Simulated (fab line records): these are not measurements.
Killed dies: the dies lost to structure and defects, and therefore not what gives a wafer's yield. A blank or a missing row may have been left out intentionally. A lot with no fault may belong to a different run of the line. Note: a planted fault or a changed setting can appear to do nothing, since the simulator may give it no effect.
The tool behind it: which one? | flow gf180mcu | 14 lots with 41 wafers sampled at 4 steps, on a route of 602 steps

WHAT EACH GAUGE READ, for each wafer
GF_M3_OVL_MEAS_15. Usual: for M3_OVL the level is 4 nm and the standard deviation is 5.3.
lot  | measured     | on         | M3_OVL (nm) | flag
L741 | day 21 09:05 | overlay-02 | 7 6         |
L742 | day 21 17:47 | overlay-01 | -6 3 2      |
L743 | day 22 04:54 | overlay-02 | 5 -5 13     |
L744 | day 22 11:35 | overlay-02 | 7 8 8       |
L745 | day 22 20:11 | overlay-01 | 3 8 8       |
L746 | day 23 04:14 | overlay-02 | 7 15 7      |
L757 | day 26 15:41 | overlay-02 | 11 13 2     |
L758 | day 27 05:05 | overlay-02 | 14 14 6     |
L759 | day 27 10:48 | overlay-02 | 3 -12 5     |
L760 | day 27 17:26 | overlay-01 | 2 7 6       |
L762 | day 28 04:03 | overlay-02 | 7 11 0      |
L764 | day 28 19:41 | overlay-01 | 0 4 13      |

GF_V4_CD_MEAS_14: target cd 260 nm. Usual: cd-nm reads 260.0 nm (standard deviation 1.6).
lot  | measured     | on        | cd-nm (nm)        | flag
L741 | day 24 10:37 | cd-sem-01 | 259.9 261.6       |
L742 | day 24 19:11 | cd-sem-02 | 260.5 260.7 260.6 |
L743 | day 25 05:31 | cd-sem-02 | 260.4 259.6 259.8 |
L744 | day 25 11:20 | cd-sem-01 | 263.3 262.6 263.3 |
L745 | day 25 18:55 | cd-sem-01 | 259.5 261.2 261.2 |
L746 | day 26 02:55 | cd-sem-01 | 259.3 260.9 260.8 |
L757 | day 29 08:02 | cd-sem-02 | 259.4 260.7 259.3 |
L758 | day 29 20:19 | cd-sem-01 | 260.3 261.9 259.2 |
L759 | day 30 00:43 | cd-sem-02 | 260.7 261.4 262.2 |
L760 | day 30 07:30 | cd-sem-02 | 260.4 258.9 259.4 |
L762 | day 30 16:58 | cd-sem-02 | 260.4 259.6 258.8 |
L764 | day 31 07:35 | cd-sem-01 | 258.1 259.2 256.2 |

GF_V5_RS_MEAS_24: uses a four-point probe to measure. Usual: for V5_W_RS the level is 0.322 ohm/sq and the standard deviation is 0.0058.
lot  | measured     | on            | V5_W_RS (ohm/sq)  | flag
L741 | day 27 06:40 | film-metro-02 | 0.333 0.330       |
L742 | day 27 15:24 | film-metro-04 | 0.327 0.329 0.327 |
L743 | day 28 00:12 | film-metro-02 | 0.322 0.320 0.322 |
L744 | day 28 05:44 | film-metro-01 | 0.333 0.328 0.322 |
L745 | day 28 13:38 | film-metro-01 | 0.322 0.318 0.325 |
L746 | day 28 19:07 | film-metro-04 | 0.317 0.319 0.324 |
L757 | day 31 19:01 | film-metro-02 | 0.329 0.328 0.317 |
L758 | day 32 06:07 | film-metro-01 | 0.318 0.330 0.324 |
L759 | day 32 09:14 | film-metro-04 | 0.328 0.317 0.329 |
L760 | day 32 15:25 | film-metro-01 | 0.322 0.324 0.322 |
L762 | day 33 02:09 | film-metro-01 | 0.324 0.328 0.320 |
L764 | day 33 13:48 | film-metro-02 | 0.318 0.316 0.329 |

EACH LOT AND THE TOOL THAT RAN IT (in order: tool; ch and the chambers of the sampled wafers; start)
lot  | GF_DUAL_GATE_DEVELOP_10
L741 | litho-track-01 ch 0, day 8 10:07
L742 | litho-track-03 ch 0, day 8 16:18
L743 | litho-track-03 ch 0, day 8 22:41
L744 | litho-track-01 ch 0, day 9 04:23
L745 | litho-track-02 ch 0, day 9 13:55
L746 | litho-track-03 ch 0, day 9 17:53
L749 | litho-track-01 ch 0, day 10 12:53
L750 | litho-track-01 ch 0, day 10 22:49
L757 | litho-track-02 ch 0, day 12 20:56
L758 | litho-track-03 ch 0, day 13 05:38
L759 | litho-track-03 ch 0, day 13 14:45
L760 | litho-track-02 ch 0, day 13 19:31
L762 | litho-track-02 ch 0, day 14 07:31
L764 | litho-track-01 ch 0, day 14 23:04
- GF_DUAL_GATE_DEVELOP_10: develop time 60 s.

WHAT THE TOOLS THEMSELVES READ (means of the sampled wafers that have a number; where no wafer has one, the mark that the record gives instead)
The record holds no such reading with a usual standard deviation.

THE ANSWER, worked out from the rows above alone
Rule: take the mean of a lot's wafers that have a number; if it is more than 3 standard deviations from the usual mean, the lot is off. Also off: a lot with no number at a reading for which 4 or more lots have one. The other lots that the step has rows for count as sound. The gauges are gone through in route order, then the tools' own readings, and for those a lot's mean is taken as printed above. The first step at which some lot is off is used, and at that step the reading that is off furthest; a lot without a number counts as furthest.
Across all readings shown, no lot is off: no conclusion can be drawn from this.

WHAT THE SIMULATOR HAD INSERTED
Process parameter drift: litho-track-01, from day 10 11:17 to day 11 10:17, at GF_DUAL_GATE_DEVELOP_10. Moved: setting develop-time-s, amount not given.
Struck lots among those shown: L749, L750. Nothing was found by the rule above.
